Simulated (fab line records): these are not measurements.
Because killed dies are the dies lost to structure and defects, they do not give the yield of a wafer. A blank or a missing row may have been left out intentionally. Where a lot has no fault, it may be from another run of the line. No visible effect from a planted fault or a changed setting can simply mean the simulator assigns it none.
Which of the tools did it?	flow gf180mcu	13 lots with 39 wafers sampled at 6 steps, on a route of 602 steps

== WHAT THE GAUGES SHOWED, per wafer ==
GF_STI_THK_MEAS_04. Usual: for STI_CVD_03_THK the level is 207.0 nm and the standard deviation is 1.7.
lot	measured	on	STI_CVD_03_THK (nm)	flag
L442	day 2 11:22	film-metro-01	205.5 206.2 204.1	
L444	day 2 11:25	film-metro-01	204.8 204.4 204.8	
L443	day 2 11:26	film-metro-02	211.1 212.3 211.1	
L445	day 2 17:20	film-metro-01	209.4 206.0 206.0	
L454	day 4 06:34	film-metro-02	205.3 204.6 205.2	
L456	day 4 17:37	film-metro-04	206.6 208.4 206.5	
L457	day 4 21:34	film-metro-01	208.1 208.8 207.2	
L458	day 5 02:35	film-metro-04	203.2 205.7 202.9	
L459	day 5 07:34	film-metro-01	207.9 209.8 210.2	
L460	day 5 12:51	film-metro-04	208.1 207.9 208.1	
L461	day 5 20:02	film-metro-04	207.0 207.3 207.1	
L462	day 5 23:37	film-metro-02	205.8 207.5 206.9	
L464	day 6 08:59	film-metro-04	208.5 207.5 205.4	

GF_MVSD_TW_MEAS_11. Usual: for MVSD_TW the level is 1576 and the standard deviation is 15.
lot	measured	on	MVSD_TW	flag
L442	day 5 05:28	film-metro-03	30 30 30	OFF
L444	day 5 05:53	film-metro-01	1590 1592 1590	
L443	day 5 05:50	film-metro-03	1572 1589 1587	
L445	day 5 12:13	film-metro-03	1581 1576 1580	
L454	day 7 06:05	film-metro-03	1596 1586 1612	
L456	day 7 19:05	film-metro-03	1590 1587 1596	
L457	day 7 23:37	film-metro-01	1580 1584 1578	
L458	day 8 07:15	film-metro-01	1580 1587 1585	
L459	day 8 10:23	film-metro-03	1588 1584 1592	
L460	day 8 16:25	film-metro-02	1552 1559 1548	
L461	day 9 02:31	film-metro-01	1578 1578 1573	
L462	day 9 04:53	film-metro-03	1589 1597 1590	
L464	day 9 17:29	film-metro-02	1556 1551 1550	

GF_VT_IMPLANT_OVL_MEAS_18. Usual: for VT_IMPLANT_01_OVL the level is 0.4 nm and the standard deviation is 1.4.
lot	measured	on	VT_IMPLANT_01_OVL (nm)	flag
L442	day 6 22:08	overlay-02	0.4 1.4 -0.7	
L444	day 6 22:23	overlay-02	-1.0 -1.2 -1.2	
L443	day 6 22:15	overlay-01	0.6 -0.5 0.9	
L445	day 7 04:41	overlay-02	2.3 2.3 0.0	
L454	day 9 03:32	overlay-02	1.3 -0.5 0.7	
L456	day 9 17:57	overlay-01	2.5 2.1 2.6	
L457	day 9 21:20	overlay-02	1.7 -1.2 1.3	
L458	day 10 04:42	overlay-01	-1.2 -1.7 0.4	
L459	day 10 09:41	overlay-02	-0.7 0.1 -0.5	
L460	day 10 15:05	overlay-01	1.9 1.7 1.8	
L461	day 11 03:59	overlay-01	1.3 0.4 0.4	
L462	day 11 07:48	overlay-02	-2.0 -0.1 -2.3	
L464	day 11 19:51	overlay-01	-0.1 -0.6 1.0	

GF_VT_IMPLANT_OVL_MEAS_29. Usual: for VT_IMPLANT_02_OVL the level is 0.4 nm and the standard deviation is 1.5.
lot	measured	on	VT_IMPLANT_02_OVL (nm)	flag
L442	day 7 12:05	overlay-01	0.2 0.5 1.9	
L444	day 7 12:53	overlay-01	2.8 2.8 2.6	
L443	day 7 12:35	overlay-02	-0.2 -1.2 -0.7	
L445	day 7 19:23	overlay-02	-3.1 -1.7 -0.7	
L454	day 9 19:50	overlay-02	0.8 0.6 1.3	
L456	day 10 09:59	overlay-02	0.3 0.9 1.1	
L457	day 10 13:53	overlay-01	-2.3 0.5 -2.4	
L458	day 10 21:48	overlay-01	-0.9 0.9 -0.9	
L459	day 11 03:20	overlay-02	4.1 0.1 1.5	
L460	day 11 09:23	overlay-01	2.2 0.7 1.4	
L461	day 11 21:23	overlay-02	-0.4 -1.0 1.3	
L462	day 12 02:02	overlay-01	3.4 2.4 1.2	
L464	day 12 14:12	overlay-01	-1.7 -2.3 -1.4	

== WHICH TOOL RAN EACH LOT (tool, then ch and the chambers of the sampled wafers, then the start) ==
lot	GF_LVPWELL_STRIP_10	GF_MVSD_STRIP_10
L442	plasma-asher-02 ch 0,1, day 4 16:10	plasma-asher-04 ch 0, day 5 05:22
L444	plasma-asher-01 ch 0,1, day 4 16:35	plasma-asher-04 ch 0,1, day 5 05:47
L443	plasma-asher-03 ch 0,1, day 4 16:31	plasma-asher-01 ch 1, day 5 05:43
L445	plasma-asher-03 ch 0,1, day 4 22:43	plasma-asher-03 ch 0,1, day 5 12:07
L454	plasma-asher-01 ch 1, day 6 15:35	plasma-asher-04 ch 0,1, day 7 05:59
L456	plasma-asher-01 ch 0,1, day 7 04:08	plasma-asher-01 ch 0,1, day 7 18:58
L457	plasma-asher-01 ch 0,1, day 7 08:58	plasma-asher-01 ch 0,1, day 7 23:31
L458	plasma-asher-02 ch 0,1, day 7 15:45	plasma-asher-03 ch 0,1, day 8 07:10
L459	plasma-asher-02 ch 0,1, day 7 18:59	plasma-asher-03 ch 0,1, day 8 10:17
L460	plasma-asher-01 ch 0,1, day 8 01:43	plasma-asher-04 ch 0,1, day 8 16:19
L461	plasma-asher-01 ch 0,1, day 8 10:43	plasma-asher-01 ch 0,1, day 9 02:25
L462	plasma-asher-01 ch 0,1, day 8 13:19	plasma-asher-01 ch 0,1, day 9 04:47
L464	plasma-asher-01 ch 0,1, day 9 00:58	plasma-asher-03 ch 0,1, day 9 17:24
- GF_LVPWELL_STRIP_10: strips in O2/N2.
- GF_MVSD_STRIP_10: strips in O2/N2.

== WHAT THE TOOLS THEMSELVES READ (means of the sampled wafers that have a number; where no wafer has one, the mark that the record gives instead) ==
GF_LVPWELL_STRIP_10. Usual: drypump-motor-current-A 5.6 A, standard deviation 0.51; heater-power-w 331 W, standard deviation 37; n2-flow-sccm 299.9 sccm, standard deviation 0.87; oes-product-au 0.723 a.u., standard deviation 0.0042; strip-time-to-endpoint-s 36.95 s, standard deviation 0.097.
lot	tool	drypump-motor-current-A (A)	heater-power-w (W)	n2-flow-sccm (sccm)	oes-product-au (a.u.)	strip-time-to-endpoint-s (s)	flag
L442	plasma-asher-02	6.1	390	300.1	0.934	-	OFF
L444	plasma-asher-01	5.0	299	300.2	0.725	37.02	
L443	plasma-asher-03	6.1	343	301.0	0.715	37.02	
L445	plasma-asher-03	6.1	344	299.0	0.721	37.08	
L454	plasma-asher-01	4.9	290	300.4	0.722	36.83	
L456	plasma-asher-01	5.1	310	299.7	0.720	36.97	
L457	plasma-asher-01	5.1	304	299.7	0.726	36.93	
L458	plasma-asher-02	6.1	390	299.4	0.723	36.84	
L459	plasma-asher-02	6.0	359	299.8	0.725	36.89	
L460	plasma-asher-01	5.0	302	300.3	0.723	36.96	
L461	plasma-asher-01	5.1	304	300.9	0.719	37.00	
L462	plasma-asher-01	5.0	298	300.7	0.723	37.01	
L464	plasma-asher-01	5.1	298	299.7	0.724	36.85	

GF_MVSD_STRIP_10. Usual: drypump-motor-current-A 5.5 A, standard deviation 0.48; heater-power-w 319 W, standard deviation 20; n2-flow-sccm 299.8 sccm, standard deviation 0.94; oes-product-au 0.723 a.u., standard deviation 0.0045; strip-time-to-endpoint-s 36.93 s, standard deviation 0.1.
lot	tool	drypump-motor-current-A (A)	heater-power-w (W)	n2-flow-sccm (sccm)	oes-product-au (a.u.)	strip-time-to-endpoint-s (s)	flag
L442	plasma-asher-04	6.0	324	300.0	0.728	60.42	OFF
L444	plasma-asher-04	6.0	330	299.7	0.727	36.82	
L443	plasma-asher-01	5.0	287	300.1	0.724	36.86	
L445	plasma-asher-03	6.1	341	300.1	0.722	36.94	
L454	plasma-asher-04	5.9	331	300.8	0.722	37.03	
L456	plasma-asher-01	5.1	306	300.4	0.723	37.12	
L457	plasma-asher-01	5.1	304	299.4	0.719	36.82	
L458	plasma-asher-03	6.1	347	298.8	0.725	36.92	
L459	plasma-asher-03	6.1	344	300.9	0.725	36.98	
L460	plasma-asher-04	6.0	328	299.3	0.719	36.93	
L461	plasma-asher-01	5.1	299	298.4	0.719	37.01	
L462	plasma-asher-01	5.1	298	299.3	0.723	36.94	
L464	plasma-asher-03	6.1	345	300.2	0.726	36.82	

== THE ANSWER, worked out from the rows above alone ==
Rule: a lot is off if the mean of its wafers that have a number lies more than 3 standard deviations from the usual mean. Also off: a lot with no number at a reading for which 4 or more lots have one. Where the step has rows for the other lots, those lots are counted as sound. Order of review: gauges by route order, followed by the tools' own readings, for which a lot's mean as printed above is used. The first step at which some lot is off is used, and at that step the reading that is off furthest; a lot without a number counts as furthest.
Off: at GF_MVSD_TW_MEAS_11 (MVSD_TW), L442.
A tool fits if, at a process step before that reading, it ran every lot that is off, and no sound lot after the first of them. Not tried: the gauges at GF_MVSD_TW_MEAS_11; whatever is off there is also off at GF_LVPWELL_STRIP_10, on other tools, and gauge error can't account for it. Of those tried, none fits.

== WHAT HAD BEEN PUT IN BY THE SIMULATOR ==
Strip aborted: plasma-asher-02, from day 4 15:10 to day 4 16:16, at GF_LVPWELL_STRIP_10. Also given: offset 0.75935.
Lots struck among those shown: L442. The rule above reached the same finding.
